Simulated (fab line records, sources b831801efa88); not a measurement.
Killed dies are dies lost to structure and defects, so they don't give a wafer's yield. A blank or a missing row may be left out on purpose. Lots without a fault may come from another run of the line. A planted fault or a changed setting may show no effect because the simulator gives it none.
Which tool did it? | flow sky130 | 7 lots, 21 wafers sampled, at 2 steps of a route of 708

WHAT THE GAUGES READ, wafer by wafer
SKY_METAL4_CD_MEAS_13: target cd 300 nm.
lot  | measured     | on        | cd_nm (nm)
L175 | day 42 21:31 | cd_sem-02 | 298.5 299.4 298.6
L176 | day 43 21:37 | cd_sem-01 | 301.9 300.5 300.6
L179 | day 44 17:26 | cd_sem-02 | 300.4 300.3 301.7
L181 | day 45 07:22 | cd_sem-01 | 299.7 298.7 300.1
L183 | day 45 15:27 | cd_sem-01 | 302.0 301.8 303.3
L188 | day 46 14:26 | cd_sem-02 | 301.1 301.8 301.7
L192 | day 47 08:11 | cd_sem-01 | 299.6 300.7 298.3

WHICH TOOL RAN EACH LOT (tool, then ch and the chambers of the sampled wafers, then the start)
lot  | SKY_CAP2M_STRIP_14
L175 | plasma_asher-02 ch 0,1, day 41 22:38
L176 | plasma_asher-03 ch 0,1, day 42 22:13
L179 | plasma_asher-04 ch 0,1, day 43 18:56
L181 | plasma_asher-04 ch 0,1, day 44 08:50
L183 | plasma_asher-04 ch 0,1, day 44 17:05
L188 | plasma_asher-04 ch 0,1, day 45 17:28
L192 | plasma_asher-03 ch 0,1, day 46 11:44
- SKY_CAP2M_STRIP_14: strips in O2/N2.

THE ANSWER, worked out from the rows above alone
Rule: what is usual is taken from the lots themselves. Put in order of their means at a reading, lots are off if they are a third of the lots or fewer, leave a main group of 4 or more, and stand apart from it by a gap of 3 or more times the standard deviation of the main group's means; of several such gaps the widest counts. A main group whose means are all the same, to the digits that the tables above print for the reading, isn't used. A lot without any number at a reading at which 4 lots or more have one is off too. The other lots that the step has rows for count as sound.
No lot is off at any reading shown: from this, nothing can be told.

WHAT THE SIMULATOR HAD PUT IN
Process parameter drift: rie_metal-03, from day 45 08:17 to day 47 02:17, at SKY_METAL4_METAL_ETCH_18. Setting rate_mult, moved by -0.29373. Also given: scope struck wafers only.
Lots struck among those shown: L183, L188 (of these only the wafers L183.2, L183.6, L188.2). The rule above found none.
